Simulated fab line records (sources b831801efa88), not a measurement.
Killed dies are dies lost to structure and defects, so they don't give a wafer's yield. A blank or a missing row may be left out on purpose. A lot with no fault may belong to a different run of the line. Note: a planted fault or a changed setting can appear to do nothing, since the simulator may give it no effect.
Split-lot trial | flow sky130 | 23 wafers read from 5 lots, route of 708 steps

## SPLIT DETAILS
At SKY_PASSIVATION_SOFTBAKE_07, the setting tempC was moved away from the recipe's 110 C on 8 of the 23 wafers read, by -2.0% to +3.4%. This setting was run at the recipe's value on the other wafers.

## FROM THE SPLIT TO THE READING: what the file shows between them, 2 steps
- SKY_PASSIVATION_EXPOSE_08: exposes mask NSM, target cd 3000 nm
- SKY_PASSIVATION_PEB_09

## THE READING
coat_of_PASSIVATION_COAT_06.thkNm (the simulator's own value, which no gauge read), in nm, at SKY_PASSIVATION_DEVELOP_10 (develop time 60 s). No usual value for it is given in the file. Across the 15 wafers here that went through the recipe, the average is 3007 nm and the standard deviation 5.2 nm.

wafer  | tool, chamber at the split | tempC as run, C | against the recipe | coat_of_PASSIVATION_COAT_06.thkNm, nm | against lot-mates on the recipe
L079.1 | lithoTrack-01, 0           | 110             | recipe             | 3009                                  | -
L079.2 | lithoTrack-01, 0           | 110             | recipe             | 3015                                  | -
L079.3 | lithoTrack-01, 0           | 110             | recipe             | 3010                                  | -
L079.6 | lithoTrack-01, 0           | 110             | recipe             | 3010                                  | -
L079.4 | lithoTrack-01, 0           | 110             | recipe             | 3017                                  | -
L077.1 | lithoTrack-03, 0           | 110             | recipe             | 3003                                  | -
L077.2 | lithoTrack-03, 0           | 107.8           | -2.0%              | 3031                                  | +25
L077.3 | lithoTrack-03, 0           | 107.8           | -2.0%              | 3027                                  | +21
L077.5 | lithoTrack-03, 0           | 110             | recipe             | 3008                                  | -
L077.6 | lithoTrack-03, 0           | 110             | recipe             | 3007                                  | -
L080.1 | lithoTrack-03, 0           | 113.7           | +3.4%              | 2980                                  | -26
L080.2 | lithoTrack-03, 0           | 113.7           | +3.4%              | 2982                                  | -24
L080.4 | lithoTrack-03, 0           | 113.7           | +3.4%              | 2992                                  | -14
L080.5 | lithoTrack-03, 0           | 110             | recipe             | 3002                                  | -
L080.6 | lithoTrack-03, 0           | 110             | recipe             | 3009                                  | -
L084.1 | lithoTrack-03, 0           | 111.2           | +1.1%              | 2985                                  | -14
L084.3 | lithoTrack-03, 0           | 110             | recipe             | 2997                                  | -
L084.4 | lithoTrack-03, 0           | 110             | recipe             | 3001                                  | -
L084.5 | lithoTrack-03, 0           | 111.2           | +1.1%              | 2984                                  | -15
L084.6 | lithoTrack-03, 0           | 111.2           | +1.1%              | 2987                                  | -12
L085.3 | lithoTrack-01, 0           | 110             | recipe             | 3005                                  | -
L085.4 | lithoTrack-01, 0           | 110             | recipe             | 3004                                  | -
L085.5 | lithoTrack-01, 0           | 110             | recipe             | 3012                                  | -

THE FIT
A straight line over all 23 wafers: coat_of_PASSIVATION_COAT_06.thkNm changes by -8.4 nm for each +1% of tempC; r = -0.85; the points scatter about the line by 7.3 nm.
The same after taking each lot's own level away (the mean of its wafers on the recipe; 23 wafers): -7.76 nm for each +1%; r = -0.91; scatter 4.9 nm.
The reading moves by 26 nm for the largest change in tempC, on that fit.
The lots' own levels span 2999.0 to 3012.2 nm, that is 2.5 times the standard deviation above.
Hence the lot-to-lot level has little effect on the slope; both slopes agree.
Check: for one of the wafers moved furthest among these (+3.4%), held out of the fit, the line's prediction against its lot-mates is -25.4 nm. Against them it came out at -25.5 nm.

## OTHER SPLITS ON THESE WAFERS
Other splits were also applied to these wafers ahead of the reading. Each is held against what the fit with the lots' levels taken away leaves over:
other split on the same wafers        | wafers away from the commonest value | r with coat_of_PASSIVATION_COAT_06.thkNm (lot level and that fit taken away)
SKY_VIA4_SPUTTER_17 chamberPressurePa | 5                                    | -0.28
SKY_METAL5_SPUTTER_01 powerW          | 8                                    | +0.16
SKY_METAL5_EXPOSE_11 doseMj           | 8                                    | -0.12

## FILE'S OWN FIT
coat_of_PASSIVATION_COAT_06.thkNm changes by -7.84 nm for each +1% of tempC, r = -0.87.
